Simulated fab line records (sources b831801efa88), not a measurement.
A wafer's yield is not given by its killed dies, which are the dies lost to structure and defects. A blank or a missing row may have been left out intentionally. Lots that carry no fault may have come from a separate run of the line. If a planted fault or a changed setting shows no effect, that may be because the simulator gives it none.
Struck lot and sound lot, side by side / flow sky130 / 15 steps out of a route of 708
Sound: wafers L255.3, L255.4, L255.5. Struck: wafers L268.2, L268.3, L268.5. The cause is named last.
For every step that has rows: the tool of each side, followed by ch and its chambers, followed by its first start. Under that, the readings that differ: sound wafers / struck wafers / difference of the means / sigmas: that difference in standard deviations of wafers without a fault.
alike: same words and numbers on both sides, and readings whose means sit less than 2 such deviations apart. not compared: any withheld reading, any reading some wafer has no value for, any bound like >300 that may hide the same value, and any number with overlapping values for which the record gives no deviation.
A row with sigmas, a row that says differs or no value, or rows on one side alone: a step with any of these is where the two part. Non-overlapping numbers with no deviation appear without sigmas and do not part them. A reading that every wafer of one side lacks parts them only if that side has two wafers or more.

first, 8 steps without rows for these wafers: SKY_VIA3_DEHYDRATE_04 (time 60 s); SKY_VIA3_HMDS_05 (prime time 60 s); SKY_VIA3_COAT_06 (resist thk 60 nm); SKY_VIA3_COAT_07 (resist thk 450 nm); SKY_VIA3_SOFTBAKE_08 (time 90 s); SKY_VIA3_EXPOSE_09 (exposes mask VIM3, target cd 200 nm); SKY_VIA3_PEB_10; SKY_VIA3_DEVELOP_11 (develop time 60 s).
SKY_VIA3_CD_MEAS_12: the cd target is 200 nm.
  sound on cdSem-02, day 40 22:25; struck on cdSem-02, day 44 06:32
  alike: cdNm
SKY_VIA3_OVL_MEAS_13:
  sound on overlay-02, day 40 22:30; struck on overlay-01, day 44 06:38
  alike: VIA3_OVL
SKY_VIA3_ETCH_14: etches BARC in N2/H2, stops on SiO2, time 45.9 s, target depth 60 nm.
  sound on rieDiel-04 ch 2,3, day 40 22:31; struck on rieDiel-02 ch 0,1,2, day 44 06:40
  alike: drypumpMotorCurrentA, oesProductAu, throttleValvePct
  not compared: rfHoursCounterH
SKY_VIA3_ETCH_15: etches SiO2 in C4F8/O2/Ar, stops on TiN, target depth 507 nm, time 78 s.
  sound on rieDiel-04 ch 2,3, day 40 22:34; struck on rieDiel-02 ch 0,1,2, day 44 06:43
  alike: oesProductAu
  not compared: rfHoursCounterH
SKY_VIA3_STRIP_16: strips in O2/N2.
  sound on plasmaAsher-02 ch 0,1, day 40 22:40; struck on plasmaAsher-03 ch 0,1, day 44 06:46
  no value came back on the struck wafers for chamberPressureMTorr (mTorr), drypumpMotorCurrentA (A), oesProductAu (a.u.), stripTimeToEndpointS (s); on the sound wafers chamberPressureMTorr (mTorr) reads 1428.9 1426.3 1425.4
reading=model.KrF-thick_of_VIA3_COAT_07.thkNm (nm); sound=0 0 0; struck=292.9 292.6 293.4; difference=+293.0; sigmas=
  not compared: rfHoursCounterH
then, 1 step without rows for these wafers: SKY_VIA3_STRIP_17 (strips in post etch residue remover, time 1200 s).
-- the record jumps here: 6 days lie between the struck wafers' starts before and after (it left off in module VIA3 and takes up again in module PAD_OPEN, whose first step shown is number 708 of the route) --
SKY_PAD_OPEN_PROBE_99:
  sound on prober-02, day 46 23:05; struck on prober-01, day 49 19:30
reading=defectLimitedYield (%); sound=82.3 83.9 80.5; struck=0 0 0; difference=-82; sigmas=-48
reading=killed_at_M0_to_M3; sound=44 37 48; struck=452 445 455; difference=+408; sigmas=+63
reading=killedDies; sound=87 79 96; struck=492 492 492; difference=+405; sigmas=+48
reading=killedOnRim; sound=21 19 23; struck=96 96 96; difference=+75; sigmas=+23
reading=sort_bin_5_function (%); sound=8.9 10.2 13.0; struck=93.7 92.3 90.4; difference=+81.4; sigmas=+58
reading=sortNPass; sound=405 413 396; struck=0 0 0; difference=-405; sigmas=-48
reading=sortYieldPct (%); sound=82.3 83.9 80.5; struck=0 0 0; difference=-82; sigmas=-48
  alike: killed_at_M4_up, killedAtContacts, killedAtFrontEnd, killedAtOther, killedOpen, killedShort, sort_bin_3_pad_short, sort_bin_6_memory

## WHERE THEY PART
At SKY_VIA3_STRIP_16 first; at SKY_PAD_OPEN_PROBE_99 last (within this record only).

WHY: what had been put in by the simulator
Skipped step whole: plasmaAsher-03, from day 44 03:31 on, at SKY_VIA3_STRIP_16. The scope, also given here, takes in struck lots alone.
